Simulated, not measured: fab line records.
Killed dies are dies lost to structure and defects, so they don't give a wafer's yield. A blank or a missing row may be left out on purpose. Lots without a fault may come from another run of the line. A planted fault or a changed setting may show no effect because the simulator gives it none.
What tool caused it? -- flow sky130 -- 9 lots, 27 wafers sampled, at 6 steps of a route of 708

== WHAT THE GAUGES SHOWED, per wafer ==
SKY_METAL2_RS_MEAS_05: a four-point-probe measurement. Usual: METAL2_ALCU_RS 0.1266 ohm/sq, standard deviation 0.0017.
lot,measured,on,METAL2_ALCU_RS (ohm/sq),flag
L172,day 34 03:30,film metro-02,0.1269 0.1304 0.1255,
L173,day 34 04:52,film metro-02,0.1263 0.1263 0.1257,
L175,day 35 02:35,film metro-02,0.1267 0.1248 0.1257,
L180,day 36 19:53,film metro-03,0.1482 0.1476 0.1472 0.1482 0.1476 0.1474,OFF
L183,day 36 21:26,film metro-03,0.1467 0.1482 0.1450 0.1461 0.1482 0.1448,OFF
L186,day 38 22:43,film metro-03,0.1272 0.1282 0.1256,
L191,day 40 12:23,film metro-02,0.1268 0.1299 0.1295,
L192,day 40 16:14,film metro-01,0.1222 0.1231 0.1237,
L194,day 40 20:15,film metro-02,0.1246 0.1259 0.1261,

SKY_METAL2_THK_MEAS_06: measures by xrf. Usual: METAL2_ALCU_THK 254 nm, standard deviation 3.6.
lot,measured,on,METAL2_ALCU_THK (nm),flag
L172,day 34 03:37,film metro-02,251 245 253,
L173,day 34 04:58,film metro-02,252 251 253,
L175,day 35 02:43,film metro-02,254 257 255,
L180,day 36 21:41,film metro-03,217 220 222 219 219 220,OFF
L183,day 37 03:05,film metro-03,222 218 224 223 220 224,OFF
L186,day 38 22:49,film metro-03,255 250 256,
L191,day 40 12:30,film metro-02,255 250 249,
L192,day 40 16:21,film metro-01,262 262 260,
L194,day 40 20:22,film metro-02,259 257 253,

SKY_METAL2_CD_MEAS_15: the cd target is 140 nm. Usual: cd nm reads 140.0 nm (standard deviation 1.9).
lot,measured,on,cd nm (nm),flag
L172,day 35 06:32,cd sem-01,142.3 140.2 141.8,
L173,day 35 07:40,cd sem-01,137.8 136.8 137.2,
L175,day 36 05:13,cd sem-01,141.2 141.0 139.5,
L180,day 37 21:58,cd sem-02,142.1 141.5 141.6,
L183,day 37 23:32,cd sem-02,141.9 140.8 140.7,
L186,day 39 23:32,cd sem-01,139.5 139.4 141.1,
L191,day 41 12:16,cd sem-01,138.0 136.6 140.2,
L192,day 41 15:43,cd sem-02,136.7 139.3 137.4,
L194,day 41 20:33,cd sem-02,138.5 138.2 137.8,

== TOOL THAT RAN EACH LOT (tool first, then ch and the chambers of the sampled wafers, then the start) ==
lot,SKY_VIA1_STRIP_16,SKY_VIA1_SPUTTER_20,SKY_METAL2_SPUTTER_02
L172,"plasma asher-01 ch 0,1, day 34 02:08","pvd sputter-03, day 34 02:43","pvd sputter-02, day 34 03:24"
L173,"plasma asher-04 ch 0,1, day 34 03:30","pvd sputter-01, day 34 04:03","pvd sputter-04, day 34 04:44"
L175,"plasma asher-04 ch 0,1, day 35 00:58","pvd sputter-04, day 35 01:35","pvd sputter-04, day 35 02:30"
L180,"plasma asher-01 ch 0,1, day 36 18:31","pvd sputter-01, day 36 19:07","pvd sputter-04, day 36 19:47"
L183,"plasma asher-04 ch 0,1, day 36 20:05","pvd sputter-03, day 36 20:40","pvd sputter-04, day 36 21:21"
L186,"plasma asher-01 ch 0,1, day 38 20:55","pvd sputter-01, day 38 21:55","pvd sputter-02, day 38 22:36"
L191,"plasma asher-04 ch 1, day 40 10:41","pvd sputter-01, day 40 11:37","pvd sputter-03, day 40 12:17"
L192,"plasma asher-04 ch 0,1, day 40 14:31","pvd sputter-03, day 40 15:10","pvd sputter-04, day 40 16:08"
L194,"plasma asher-04 ch 0,1, day 40 18:28","pvd sputter-01, day 40 19:28","pvd sputter-04, day 40 20:08"
- SKY_VIA1_STRIP_16: strips in O2/N2.
- SKY_VIA1_SPUTTER_20: material TiN, target thk 20 nm, time 80 s.
- SKY_METAL2_SPUTTER_02: material AlCu, target thk 250 nm, time 13.3 s.

== WHAT THE TOOLS THEMSELVES READ (means of the sampled wafers that have a number; where no wafer has one, the mark that the record gives instead) ==
SKY_VIA1_STRIP_16. Usual: drypump motor current A 5.4 A, standard deviation 0.35; oes product au 0.416 a.u., standard deviation 0.0045; strip time to endpoint s 4.459 s, standard deviation 0.026.
lot,tool,drypump motor current A (A),oes product au (a.u.),strip time to endpoint s (s),flag
L172,plasma asher-01,5.4,0.419,4.494,
L173,plasma asher-04,5.3,0.412,4.447,
L175,plasma asher-04,5.3,0.414,4.484,
L180,plasma asher-01,5.4,0.419,4.446,
L183,plasma asher-04,5.4,0.411,4.430,
L186,plasma asher-01,5.4,0.414,4.455,
L191,plasma asher-04,5.2,0.420,4.435,
L192,plasma asher-04,5.3,0.420,4.456,
L194,plasma asher-04,5.5,0.419,4.427,

SKY_VIA1_SPUTTER_20. Usual: cathode dc power W 4000.2 W, standard deviation 0.69; throttle valve pct 30.1 %, standard deviation 1.3.
lot,tool,cathode dc power W (W),throttle valve pct (%),flag
L172,pvd sputter-03,4000.1,30.3,
L173,pvd sputter-01,4000.3,29.9,
L175,pvd sputter-04,4000.2,30.0,
L180,pvd sputter-01,4000.0,30.8,
L183,pvd sputter-03,3999.6,31.0,
L186,pvd sputter-01,3999.9,31.0,
L191,pvd sputter-01,3999.9,31.0,
L192,pvd sputter-03,3999.9,30.7,
L194,pvd sputter-01,4000.3,28.3,

SKY_METAL2_SPUTTER_02. Usual: cathode dc power W 10600 W, standard deviation 1.9; throttle valve pct 30.2 %, standard deviation 0.72.
lot,tool,cathode dc power W (W),throttle valve pct (%),flag
L172,pvd sputter-02,10601,30.3,
L173,pvd sputter-04,10601,29.3,
L175,pvd sputter-04,10601,29.2,
L180,pvd sputter-04,9119,29.9,OFF
L183,pvd sputter-04,9119,29.2,OFF
L186,pvd sputter-02,10600,30.4,
L191,pvd sputter-03,10600,30.3,
L192,pvd sputter-04,10599,29.6,
L194,pvd sputter-04,10601,29.4,

== THE ANSWER, worked out from the rows above alone ==
Rule: a lot is off if the mean of its wafers that have a number lies more than 3 standard deviations from the usual mean. Also off: a lot with no number at a reading for which 4 or more lots have one. The other lots that the step has rows for count as sound. First the gauges in route order, then the tools' own readings, where a lot's mean is used as printed above. The first step at which some lot is off is used, and at that step the reading that is off furthest; a lot without a number counts as furthest.
Off: at SKY_METAL2_RS_MEAS_05 (METAL2_ALCU_RS), L180, L183.
A tool fits if, at a process step before that reading, it ran every lot that is off, and no sound lot after the first of them. The gauges at SKY_METAL2_RS_MEAS_05 aren't tried: what is off there is off at SKY_METAL2_SPUTTER_02 too, on other tools, and a gauge's error can't cause that. Not one of the candidates tried fits.

== WHAT WAS PUT IN BY THE SIMULATOR ==
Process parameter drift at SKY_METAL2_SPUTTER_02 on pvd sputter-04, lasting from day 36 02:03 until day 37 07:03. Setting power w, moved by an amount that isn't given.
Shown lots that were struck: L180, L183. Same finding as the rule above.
